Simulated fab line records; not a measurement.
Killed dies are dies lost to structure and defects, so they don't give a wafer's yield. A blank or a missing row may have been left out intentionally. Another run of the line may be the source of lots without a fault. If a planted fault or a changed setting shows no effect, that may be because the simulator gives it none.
Chamber matching || flow sky130 || rieSi-01 running SKY_FIELD_ISO_ETCH_17: 4 sister chambers
The step etches Si in HBr/Cl2/O2, target depth 342 nm, time 97.7 s. 8 wafers are shown with their chamber, then 8 later ones without.

== WAFERS PAIRED WITH THEIR CHAMBERS ==
{"wafer": "L966.3", "chamber": 0, "drypumpMotorCurrentA (A)": 5.2, "runLengthS (s)": 125.7}
{"wafer": "L980.2", "chamber": 0, "drypumpMotorCurrentA (A)": 5.2, "runLengthS (s)": 125.8}
{"wafer": "L980.3", "chamber": 1, "drypumpMotorCurrentA (A)": 5.9, "runLengthS (s)": 126.7}
{"wafer": "L980.4", "chamber": 2, "drypumpMotorCurrentA (A)": 5.0, "runLengthS (s)": 125.5}
{"wafer": "L982.4", "chamber": 3, "drypumpMotorCurrentA (A)": 5.6, "runLengthS (s)": 126.1}
{"wafer": "L982.5", "chamber": 3, "drypumpMotorCurrentA (A)": 5.5, "runLengthS (s)": 126.4}
{"wafer": "L982.6", "chamber": 2, "drypumpMotorCurrentA (A)": 4.9, "runLengthS (s)": 125.8}
{"wafer": "L984.3", "chamber": 1, "drypumpMotorCurrentA (A)": 5.9, "runLengthS (s)": 126.6}

== WAFERS WITH NO CHAMBER GIVEN ==
{"wafer": "L984.4", "drypumpMotorCurrentA (A)": 5.6, "runLengthS (s)": 126.6}
{"wafer": "L984.5", "drypumpMotorCurrentA (A)": 5.6, "runLengthS (s)": 126.2}
{"wafer": "L986.2", "drypumpMotorCurrentA (A)": 5.6, "runLengthS (s)": 126.2}
{"wafer": "L986.3", "drypumpMotorCurrentA (A)": 5.9, "runLengthS (s)": 126.8}
{"wafer": "L986.6", "drypumpMotorCurrentA (A)": 5.0, "runLengthS (s)": 125.6}
{"wafer": "L987.4", "drypumpMotorCurrentA (A)": 5.5, "runLengthS (s)": 126.4}
{"wafer": "L987.5", "drypumpMotorCurrentA (A)": 5.6, "runLengthS (s)": 126.1}
{"wafer": "L987.6", "drypumpMotorCurrentA (A)": 5.2, "runLengthS (s)": 125.7}

== THE CHAMBER EACH PASSED THROUGH ==
{"wafer": "L984.4", "from the rows above": 3, "in truth": 3}
{"wafer": "L984.5", "from the rows above": 3, "in truth": 3}
{"wafer": "L986.2", "from the rows above": 3, "in truth": 3}
{"wafer": "L986.3", "from the rows above": 1, "in truth": 1}
{"wafer": "L986.6", "from the rows above": 2, "in truth": 2}
{"wafer": "L987.4", "from the rows above": 3, "in truth": 3}
{"wafer": "L987.5", "from the rows above": 3, "in truth": 3}
{"wafer": "L987.6", "from the rows above": 0, "in truth": 0}
Correct placement for 8 of the 8. From these rows, 0 cannot be placed. Placed wrongly: 0.
How it was worked out, from the rows above alone: a wafer's distance from a chamber is the root of the sum, over the readings, of the square of ((its reading less the chamber's mean) divided by the reading's scatter). If the next closest chamber is less than 2 further off than the closest, the wafer can't be placed; otherwise it belongs to the closest. For every chamber, the mean is computed from those of its wafers that are shown. The scatter is the square root of a quotient: the sum, over the shown wafers, of each reading's squared deviation from its chamber's mean, divided by wafers minus chambers.
